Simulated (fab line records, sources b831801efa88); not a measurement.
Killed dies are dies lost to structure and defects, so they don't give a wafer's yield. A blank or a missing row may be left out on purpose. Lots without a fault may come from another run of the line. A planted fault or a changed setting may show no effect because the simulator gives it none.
One fault seen from 2 desks | flow sky130 | each desk has only its own numbers; what lay behind them comes last

THE METROLOGY DESK
What the gauges read, lot by lot, whatever tool the lot ran on: means of the sampled wafers that have a number. A lot is out of limits, marked OUT, if its mean lies more than 4 standard deviations from the usual mean; the brackets give that distance.
Columns: A = FIELD_ISO_CVD_03_THK at SKY_FIELD_ISO_THK_MEAS_04, usual 164.9 nm; B = VT_ADJUST_LVTN_TW at SKY_VT_ADJUST_LVTN_TW_MEAS_10, usual 239.6
lot  | first seen here | A     | B
L332 | day 2 00:46     | 165.7 | 239.4
L333 | day 2 05:14     | 165.2 | 239.7
L335 | day 2 15:25     | 166.9 | 237.3
L336 | day 2 22:00     | 165.8 | 244.6
L338 | day 3 08:19     | 165.8 | 240.8
L341 | day 3 23:18     | 163.0 | 236.7
L342 | day 4 05:16     | 163.2 | 236.8
L344 | day 4 16:28     | 165.5 | 239.6
L345 | day 4 18:16     | 164.8 | 240.0
L346 | day 4 22:31     | 163.1 | 232.3
L347 | day 5 02:35     | 164.4 | 231.9
L348 | day 5 07:34     | 164.6 | 233.3
This desk's finding: nothing out of limits on any of the 12 lots.

THE TOOL OWNER'S DESK: implanter-03
The tool's own readings at SKY_VT_ADJUST_LVTN_IMPLANT_08: means of the sampled wafers that have a number, for each lot that ran on this tool. A lot is out of limits, marked OUT, if its mean lies more than 4 standard deviations from the usual mean; the brackets give that distance.
Columns: A = dose_ions_cm2 at SKY_VT_ADJUST_LVTN_IMPLANT_08, usual 1.57e+12; B = faraday_current_uA at SKY_VT_ADJUST_LVTN_IMPLANT_08, usual 8.87
lot  | first seen here | A                  | B
L332 | day 7 08:36     | 1.57e+12           | 8.76
L333 | day 7 11:03     | 1.57e+12           | 8.83
L341 | day 10 00:23    | 1.57e+12           | 8.72
L342 | day 10 06:30    | 1.57e+12           | 8.92
L345 | day 11 00:03    | 1.57e+12           | 8.92
L346 | day 11 05:59    | 1.44e+12 (-83) OUT | 8.02 (-5.0) OUT
L347 | day 11 09:54    | 1.44e+12 (-81) OUT | 8.26
L348 | day 11 16:07    | 1.44e+12 (-81) OUT | 8.13 (-4.4) OUT
This desk's finding: out of limits on L346, L347, L348; first on L346, day 11 05:59 (dose_ions_cm2 at SKY_VT_ADJUST_LVTN_IMPLANT_08). In limits: L332, L333, L341, L342, L345.

PUT TOGETHER
The tool owner's desk could have raised an alarm at day 11 05:59, on L346, L347, L348.
The metrology desk saw nothing out of limits.
The metrology desk has L346, L347, L348 on record, within its limits.
Of the lots named, all ran SKY_VT_ADJUST_LVTN_IMPLANT_08 on implanter-03.

WHAT THE SIMULATOR HAD PUT IN
Process parameter drift: implanter-03, from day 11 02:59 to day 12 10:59, at SKY_VT_ADJUST_LVTN_IMPLANT_08. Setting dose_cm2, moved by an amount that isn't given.
Lots struck among those shown: L346, L347, L348.
Hours from the fault's start to each desk's first reading out of limits: the tool owner's desk, 3.
